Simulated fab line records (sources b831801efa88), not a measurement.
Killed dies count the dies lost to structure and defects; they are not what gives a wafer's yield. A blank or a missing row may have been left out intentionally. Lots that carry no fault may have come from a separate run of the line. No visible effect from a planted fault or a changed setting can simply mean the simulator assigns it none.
Chamber matching    flow gf180mcu    GF_V5_CMP_26 on cmp-01 has 4 sister chambers
The step polishes, stops on SiO2, t overpolish 15 s, target thk 0 nm. 14 wafers are shown with their chamber, then 7 later ones without.

## WAFERS, EACH WITH ITS CHAMBER
wafer   chamber  motor_current_A (A)  overpolish_run_s (s)  time_to_endpoint_s (s)
L894.3  1        10.5                 15.016                81
L894.5  0        10.3                 14.989                83
L894.6  3        12.6                 15.017                81
L897.1  3        13.4                 15.005                79
L897.4  2        10.3                 14.987                85
L897.6  0        10.8                 15.003                80
L900.2  0        10.1                 14.991                83
L900.5  0        9.9                  14.998                87
L900.6  1        10.3                 15.003                82
L907.1  3        12.3                 15.008                83
L907.5  2        9.8                  15.008                83
L907.6  1        10.4                 15.004                85
L910.2  2        9.9                  14.997                85
L910.4  0        10.5                 15.011                83

SIGNATURES (averages over the wafers above)
reading             chamber 0  chamber 1  chamber 2  chamber 3  scatter within a chamber
motor_current_A     10.320     10.400     10.000     12.767     0.36
overpolish_run_s    14.99840   15.00767   14.99733   15.01000   0.00852
time_to_endpoint_s  83.20      82.67      84.33      81.00      2.1
Rule: a wafer lies at a distance from a chamber equal to the root of the sum of squares, over the readings, of (its reading less the chamber's mean, divided by the reading's scatter). If the next closest chamber is less than 2 further off than the closest, the wafer can't be placed; otherwise it belongs to the closest. The scatter is the square root of a quotient: the sum, over the shown wafers, of each reading's squared deviation from its chamber's mean, divided by wafers minus chambers.

## WAFERS WHOSE CHAMBER IS MISSING
wafer   motor_current_A (A)  overpolish_run_s (s)  time_to_endpoint_s (s)
L910.5  10.5                 15.007                80
L915.1  10.1                 15.001                85
L915.5  9.6                  15.001                88
L915.6  10.2                 15.008                86
L916.4  10.3                 15.004                83
L916.5  10.3                 15.003                87
L916.6  10.7                 14.996                82

## WHICH CHAMBER EACH ONE RAN IN
wafer   from the rows above           in truth
L910.5  can't be placed: 1 or 0 or 2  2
L915.1  can't be placed: 2 or 0 or 1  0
L915.5  can't be placed: 2 or 0 or 1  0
L915.6  can't be placed: 2 or 1 or 0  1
L916.4  can't be placed: 1 or 0 or 2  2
L916.5  can't be placed: 2 or 0 or 1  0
L916.6  can't be placed: 0 or 1 or 2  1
Correct placement for 0 of the 7. Unplaceable from these rows: 7, with the true chamber sitting among the candidates in 7. Placed wrongly: 0.
